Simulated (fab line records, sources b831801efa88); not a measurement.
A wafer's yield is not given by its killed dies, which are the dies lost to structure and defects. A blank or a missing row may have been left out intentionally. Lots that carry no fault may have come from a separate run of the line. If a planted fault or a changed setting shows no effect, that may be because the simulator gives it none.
Matching of chambers -- flow gf180mcu -- GF_CONTACT_CVD_02 on pecvd-02 has 3 sister chambers
The step deposits SiO2 from TEOS, target thk 860 nm, time 95.992 s. 6 wafers are shown with their chamber, then 8 later ones without.

== WAFERS PAIRED WITH THEIR CHAMBERS ==
wafer,chamber,heater-power-w (W)
L437.4,2,517
L437.6,1,553
L438.3,0,734
L438.4,2,642
L438.6,0,772
L440.1,1,551

== WAFERS WHOSE CHAMBER IS MISSING ==
wafer,heater-power-w (W)
L440.3,652
L440.5,522
L441.2,481
L441.3,599
L441.5,619
L445.2,723
L445.3,516
L445.4,469

== EACH ONE'S CHAMBER ==
wafer,from the rows above,in truth
L440.3,can't be placed: 2 or 1 or 0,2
L440.5,can't be placed: 1 or 2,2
L441.2,can't be placed: 1 or 2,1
L441.3,can't be placed: 2 or 1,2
L441.5,can't be placed: 2 or 1 or 0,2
L445.2,0,0
L445.3,can't be placed: 1 or 2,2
L445.4,can't be placed: 1 or 2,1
1 of 8 placed correctly. Unplaceable from these rows: 7, with the true chamber sitting among the candidates in 7. Wrongly placed: 0.
How it was worked out, from the rows above alone: a wafer's distance from a chamber is the root of the sum, over the readings, of the square of ((its reading less the chamber's mean) divided by the reading's scatter). If the next closest chamber is less than 2 further off than the closest, the wafer can't be placed; otherwise it belongs to the closest. A chamber's mean is the mean of its shown wafers. How the scatter is found: for the shown wafers, subtract from each reading the mean of its chamber, square and add these, divide the total by (wafers less chambers), then take the root.
